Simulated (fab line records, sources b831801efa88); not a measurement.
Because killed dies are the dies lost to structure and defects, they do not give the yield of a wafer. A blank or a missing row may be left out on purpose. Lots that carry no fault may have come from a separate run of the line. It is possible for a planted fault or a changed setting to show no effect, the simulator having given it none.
One fault seen from 2 desks / flow gf180mcu / what lay behind the numbers comes last; until then each desk has only its own

== THE METROLOGY DESK ==
Means of the sampled wafers that have a number, per lot and without regard to the tool the lot ran on: this is what the gauges read. Marked OUT: a lot whose mean sits more than 4 standard deviations from the usual mean, which makes it out of limits; the brackets give that distance.
Columns: A = V4_W_RS at GF_V4_RS_MEAS_24, usual 0.329 ohm/sq; B = TOP_METAL_ALCU_THK at GF_TOP_METAL_THK_MEAS_06, usual 913 nm
lot=L522; first seen here=day 24 06:21; A=0.330; B=924
lot=L524; first seen here=day 25 02:10; A=0.332; B=917
lot=L525; first seen here=day 25 03:27; A=0.324; B=916
lot=L526; first seen here=day 25 20:44; A=0.332; B=909
lot=L527; first seen here=day 26 02:10; A=0.326; B=924
lot=L528; first seen here=day 26 12:06; A=0.330; B=915
lot=L529; first seen here=day 27 04:21; A=0.328; B=901
lot=L530; first seen here=day 27 06:15; A=0.330; B=924
lot=L533; first seen here=day 28 03:58; A=0.328; B=913
lot=L534; first seen here=day 28 12:11; A=0.334; B=909
lot=L539; first seen here=day 29 17:15; A=0.328; B=892
lot=L542; first seen here=day 30 15:04; A=0.325; B=925
lot=L545; first seen here=day 31 06:10; A=0.324; B=912
This desk found nothing out of limits on any of the 13 lots.

== TOOL OWNER'S DESK, rie si-02 ==
The tool's own readings at GF_STI_ETCH_14 (etches Si in HBr/Cl2/O2, target depth 360 nm, time 102.9 s): means of the sampled wafers that have a number, for each lot that ran on this tool. Marked OUT: a lot whose mean sits more than 4 standard deviations from the usual mean, which makes it out of limits; the brackets give that distance.
Columns: A = bias w at GF_STI_ETCH_14, usual 150.0 W; B = drypump motor current A at GF_STI_ETCH_14, usual 5.3 A; C = oes product au at GF_STI_ETCH_14, usual 1.006 a.u.; D = throttle valve pct at GF_STI_ETCH_14, usual 25.653 %
lot=L528; first seen here=day 3 07:38; A=150.0; B=5.4; C=1.001; D=25.664
lot=L529; first seen here=day 3 13:44; A=150.1; B=5.3; C=1.016; D=25.654
lot=L530; first seen here=day 3 18:48; A=150.3; B=4.9; C=1.006; D=25.652
lot=L534; first seen here=day 4 16:11; A=149.8; B=5.2; C=1.009; D=25.658
This desk found nothing out of limits on any of the 4 lots.

== BROUGHT TOGETHER ==
The metrology desk saw nothing out of limits.
The tool owner's desk saw nothing out of limits.

== WHAT THE SIMULATOR PUT IN ==
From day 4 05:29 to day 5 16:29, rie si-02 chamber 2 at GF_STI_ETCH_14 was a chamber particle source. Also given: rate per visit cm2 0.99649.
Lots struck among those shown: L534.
